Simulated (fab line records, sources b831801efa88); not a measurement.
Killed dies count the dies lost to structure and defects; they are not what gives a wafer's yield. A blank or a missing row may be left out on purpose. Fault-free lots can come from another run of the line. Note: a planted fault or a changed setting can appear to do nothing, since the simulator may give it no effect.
Which of the tools did it? ; flow sky130 ; Sampling: 13 lots, 39 wafers, 4 of 708 route steps

## WHAT THE GAUGES SHOWED, per wafer
SKY_SONOS_ONO_THK_MEAS_03. Usual: SONOS_ONO_CVD_02_THK typically reads 10.44 nm, with standard deviation 0.14.
lot;measured;on;SONOS_ONO_CVD_02_THK (nm);flag
L630;day 11 11:19;film metro-04;10.59 10.51 10.49;
L631;day 11 22:25;film metro-01;10.53 10.57 10.52;
L632;day 12 05:33;film metro-04;10.49 10.58 10.52;
L633;day 12 13:45;film metro-01;10.75 10.55 10.66;
L634;day 12 21:55;film metro-01;10.64 10.33 10.67;
L635;day 13 12:30;film metro-04;10.47 10.42 10.51;
L636;day 13 17:58;film metro-01;10.29 10.30 10.22;
L637;day 13 19:25;film metro-04;10.24 10.28 10.28;
L640;day 15 02:08;film metro-02;10.12 10.35 10.50;
L641;day 15 06:22;film metro-01;10.47 10.50 10.48;
L642;day 15 11:29;film metro-01;10.42 10.36 10.40;
L643;day 15 20:24;film metro-01;10.39 10.20 10.33;
L644;day 16 03:55;film metro-04;10.33 10.10 10.22;

SKY_LDD_P_TW_MEAS_11. Usual: LDD_P_TW typically reads 635, with standard deviation 4.6.
lot;measured;on;LDD_P_TW;flag
L630;day 18 16:55;film metro-03;641 639 642;
L631;day 19 10:04;film metro-01;632 633 632;
L632;day 19 20:19;film metro-03;641 641 642;
L633;day 20 06:25;film metro-01;629 629 627;
L634;day 20 23:22;film metro-03;644 644 642;
L635;day 21 11:13;film metro-02;633 631 635;
L636;day 21 20:04;film metro-03;644 640 639;
L637;day 21 21:14;film metro-01;633 633 633;
L640;day 23 09:22;film metro-03;636 638 640;
L641;day 23 12:12;film metro-03;1050 1056 1055;OFF
L642;day 23 17:02;film metro-02;1044 1040 1046;OFF
L643;day 24 02:13;film metro-01;1047 1048 1050;OFF
L644;day 24 08:25;film metro-01;1046 1048 1051;OFF

SKY_LDD_HVP_TW_MEAS_10. Usual: LDD_HVP_TW typically reads 453.0, with standard deviation 2.5.
lot;measured;on;LDD_HVP_TW;flag
L630;day 21 09:27;film metro-03;457.3 458.3 457.1;
L631;day 22 01:31;film metro-04;450.2 452.7 449.8;
L632;day 22 12:16;film metro-02;450.1 453.2 451.6;
L633;day 22 21:56;film metro-02;451.7 451.8 452.8;
L634;day 23 14:58;film metro-02;451.6 453.9 455.3;
L635;day 24 01:18;film metro-02;452.2 452.4 453.0;
L636;day 24 10:20;film metro-02;450.9 452.2 450.9;
L637;day 24 11:05;film metro-02;454.0 451.6 454.2;
L640;day 25 20:38;film metro-02;452.1 454.2 454.3;
L641;day 25 23:12;film metro-04;447.4 448.2 448.0;
L642;day 26 05:14;film metro-04;449.2 450.5 450.2;
L643;day 26 13:50;film metro-04;448.6 451.0 450.0;
L644;day 26 20:03;film metro-02;454.4 454.8 453.8;

## WHAT TOOL EACH LOT RAN ON (gives the tool, then ch and the chambers of the sampled wafers, and finally the start)
lot;SKY_LDD_P_IMPLANT_09
L630;implanter-03 ch 0, day 18 16:41
L631;implanter-01 ch 0, day 19 09:49
L632;implanter-03 ch 0, day 19 20:05
L633;implanter-03 ch 0, day 20 06:10
L634;implanter-01 ch 0, day 20 23:10
L635;implanter-04 ch 0, day 21 10:59
L636;implanter-03 ch 0, day 21 19:49
L637;implanter-04 ch 0, day 21 20:59
L640;implanter-04 ch 0, day 23 09:04
L641;implanter-01 ch 0, day 23 11:58
L642;implanter-03 ch 0, day 23 16:47
L643;implanter-03 ch 0, day 24 01:58
L644;implanter-01 ch 0, day 24 08:11
- SKY_LDD_P_IMPLANT_09

## AS READ BY THE TOOLS THEMSELVES (means over the sampled wafers that have a number; for cases with no such wafer, the mark the record gives instead)
The record holds no such reading with a usual standard deviation.

## THE ANSWER, worked out from the rows above alone
Rule: a lot is off if the mean of its wafers that have a number lies more than 3 standard deviations from the usual mean. Also off: a lot with no number at a reading for which 4 or more lots have one. Any other lot the step has rows for is counted as sound. First the gauges in route order, then the tools' own readings, where a lot's mean is used as printed above. The first step at which some lot is off is used, and at that step the reading that is off furthest; a lot without a number counts as furthest.
Off: L641, L642, L643, L644, at SKY_LDD_P_TW_MEAS_11 (LDD_P_TW).
If a tool, at a process step before that reading, ran all the lots that are off and no sound lot after the first of them, it fits. The gauges at SKY_LDD_P_TW_MEAS_11 are tried like those tools. Of those tried, none fits.

## WHAT WAS PUT IN BY THE SIMULATOR
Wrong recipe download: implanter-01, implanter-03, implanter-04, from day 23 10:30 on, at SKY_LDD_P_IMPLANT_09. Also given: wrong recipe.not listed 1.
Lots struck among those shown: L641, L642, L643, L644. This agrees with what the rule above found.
